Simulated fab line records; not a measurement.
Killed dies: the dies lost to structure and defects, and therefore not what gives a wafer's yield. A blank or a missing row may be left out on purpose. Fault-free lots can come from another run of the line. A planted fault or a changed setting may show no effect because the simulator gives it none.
Which tool is to blame? || flow sky130 || Sampling: 11 lots, 33 wafers, 2 of 708 route steps

== WHAT THE GAUGES SHOWED, per wafer ==
SKY_METAL3_CD_MEAS_13 targets a cd of 300 nm.
{"lot": "L830", "measured": "day 38 20:34", "on": "cd-sem-02", "cd-nm (nm)": "299.0 297.6 297.8"}
{"lot": "L831", "measured": "day 39 08:17", "on": "cd-sem-01", "cd-nm (nm)": "299.8 300.8 300.5"}
{"lot": "L833", "measured": "day 40 00:26", "on": "cd-sem-02", "cd-nm (nm)": "302.4 303.0 302.0"}
{"lot": "L836", "measured": "day 41 09:35", "on": "cd-sem-01", "cd-nm (nm)": "298.4 299.2 300.0"}
{"lot": "L837", "measured": "day 41 13:46", "on": "cd-sem-02", "cd-nm (nm)": "300.0 299.9 299.5"}
{"lot": "L839", "measured": "day 41 20:38", "on": "cd-sem-01", "cd-nm (nm)": "301.3 301.0 300.1"}
{"lot": "L841", "measured": "day 42 10:35", "on": "cd-sem-01", "cd-nm (nm)": "301.4 299.4 300.6"}
{"lot": "L850", "measured": "day 44 03:58", "on": "cd-sem-02", "cd-nm (nm)": "298.9 297.8 299.5"}
{"lot": "L849", "measured": "day 44 04:38", "on": "cd-sem-02", "cd-nm (nm)": "296.7 298.1 296.5"}
{"lot": "L851", "measured": "day 44 15:00", "on": "cd-sem-02", "cd-nm (nm)": "301.8 300.2 300.5"}
{"lot": "L852", "measured": "day 45 00:05", "on": "cd-sem-02", "cd-nm (nm)": "300.9 298.9 299.0"}

== WHAT TOOL EACH LOT RAN ON (gives the tool, then ch and the chambers of the sampled wafers, and finally the start) ==
{"lot": "L830", "SKY_CAPM_METAL_ETCH_13": "rie-metal-01 ch 0,1, day 37 18:19"}
{"lot": "L831", "SKY_CAPM_METAL_ETCH_13": "rie-metal-02 ch 0,1, day 38 07:02"}
{"lot": "L833", "SKY_CAPM_METAL_ETCH_13": "rie-metal-03 ch 0,1, day 38 23:26"}
{"lot": "L836", "SKY_CAPM_METAL_ETCH_13": "rie-metal-02 ch 0,1, day 40 08:40"}
{"lot": "L837", "SKY_CAPM_METAL_ETCH_13": "rie-metal-03 ch 0,1, day 40 13:46"}
{"lot": "L839", "SKY_CAPM_METAL_ETCH_13": "rie-metal-01 ch 0,1, day 40 19:22"}
{"lot": "L841", "SKY_CAPM_METAL_ETCH_13": "rie-metal-01 ch 0,1, day 41 10:39"}
{"lot": "L850", "SKY_CAPM_METAL_ETCH_13": "rie-metal-02 ch 0,1, day 43 04:55"}
{"lot": "L849", "SKY_CAPM_METAL_ETCH_13": "rie-metal-01 ch 0,1, day 43 06:52"}
{"lot": "L851", "SKY_CAPM_METAL_ETCH_13": "rie-metal-01 ch 0,1, day 43 16:16"}
{"lot": "L852", "SKY_CAPM_METAL_ETCH_13": "rie-metal-01 ch 0,1, day 44 02:19"}
- SKY_CAPM_METAL_ETCH_13: etches TiN in Cl2/BCl3, stops on SiO2, target depth 220 nm, time 62.9 s.

== THE ANSWER, worked out from the rows above alone ==
Rule: the usual values come from the lots themselves. Put in order of their means at a reading, lots are off if they are a third of the lots or fewer, leave a main group of 4 or more, and stand apart from it by a gap of 3 or more times the standard deviation of the main group's means; of several such gaps the widest counts. The tables above print the reading to a certain number of digits; a main group whose means all agree to those digits is not used. Also off: a lot with no number at a reading for which 4 or more lots have one. Any other lot the step has rows for is counted as sound.
Across all readings shown, no lot is off: no conclusion can be drawn from this.

== WHAT THE SIMULATOR HAD PUT IN ==
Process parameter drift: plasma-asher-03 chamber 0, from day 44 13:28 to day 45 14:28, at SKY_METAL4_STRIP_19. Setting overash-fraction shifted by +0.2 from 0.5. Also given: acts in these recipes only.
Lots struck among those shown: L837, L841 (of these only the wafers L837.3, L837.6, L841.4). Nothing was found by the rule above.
